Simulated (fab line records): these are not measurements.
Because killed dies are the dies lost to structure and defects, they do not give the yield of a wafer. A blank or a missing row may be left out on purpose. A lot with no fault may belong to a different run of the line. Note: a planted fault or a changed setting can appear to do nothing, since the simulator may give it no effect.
One fault seen from 2 desks | flow gf180mcu | what lay behind the numbers comes last; until then each desk has only its own

== AT THE METROLOGY DESK ==
What the gauges read, lot by lot, whatever tool the lot ran on: means of the sampled wafers that have a number. If a lot's mean is further than 4 standard deviations from the usual mean, the lot is out of limits and carries the mark OUT (the distance appears in the brackets).
Columns: A = MIM_CVD_05_THK at GF_MIM_THK_MEAS_06, usual 41.9 nm; B = MIM_ALCU_RS at GF_MIM_RS_MEAS_10, usual 0.1599 ohm/sq; C = MIM_ALCU_THK at GF_MIM_THK_MEAS_11, usual 203 nm
lot  | first seen here | A    | B      | C
L279 | day 25 18:15    | 41.7 | 0.1654 | 196
L282 | day 26 15:20    | 42.2 | 0.1625 | 201
L292 | day 29 14:05    | 42.1 | 0.1627 | 198
L293 | day 29 20:23    | 41.6 | 0.1572 | 207
L296 | day 30 13:31    | 42.0 | 0.1618 | 200
L298 | day 31 03:20    | 41.9 | 0.1572 | 209
This desk found nothing out of limits on any of the 6 lots.

== TOOL OWNER'S DESK, iline stepper-02 ==
The tool's own readings at GF_MIM_EXPOSE_16 (exposes mask FuseTop, target cd 2000 nm): means of the sampled wafers that have a number, for each lot that ran on this tool. If a lot's mean is further than 4 standard deviations from the usual mean, the lot is out of limits and carries the mark OUT (the distance appears in the brackets).
Columns: A = exposure dose mJ cm2 at GF_MIM_EXPOSE_16, usual 140.01
lot  | first seen here | A
L279 | day 26 04:43    | 139.90
L292 | day 30 00:37    | 146.24 (+48) OUT
L293 | day 30 06:10    | 146.08 (+47) OUT
This desk's verdict: out of limits on L292, L293, starting with L292 at day 30 00:37 (exposure dose mJ cm2 at GF_MIM_EXPOSE_16). Within limits: L279.

== ALL TOGETHER ==
At day 30 00:37, on L292, L293, the tool owner's desk was in a position to raise an alarm.
The metrology desk saw nothing out of limits.
The metrology desk holds a record of L292, L293, inside its limits.
All the named lots went through GF_MIM_EXPOSE_16 on iline stepper-02.

== WHAT THE SIMULATOR HAD INSERTED ==
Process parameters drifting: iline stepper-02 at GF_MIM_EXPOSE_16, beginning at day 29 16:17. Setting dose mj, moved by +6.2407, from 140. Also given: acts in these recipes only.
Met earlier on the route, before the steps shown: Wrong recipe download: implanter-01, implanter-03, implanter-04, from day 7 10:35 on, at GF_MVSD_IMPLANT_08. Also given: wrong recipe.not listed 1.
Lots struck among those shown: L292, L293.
How many hours passed from the start of the fault until each desk's first out-of-limits reading: the tool owner's desk, 8.
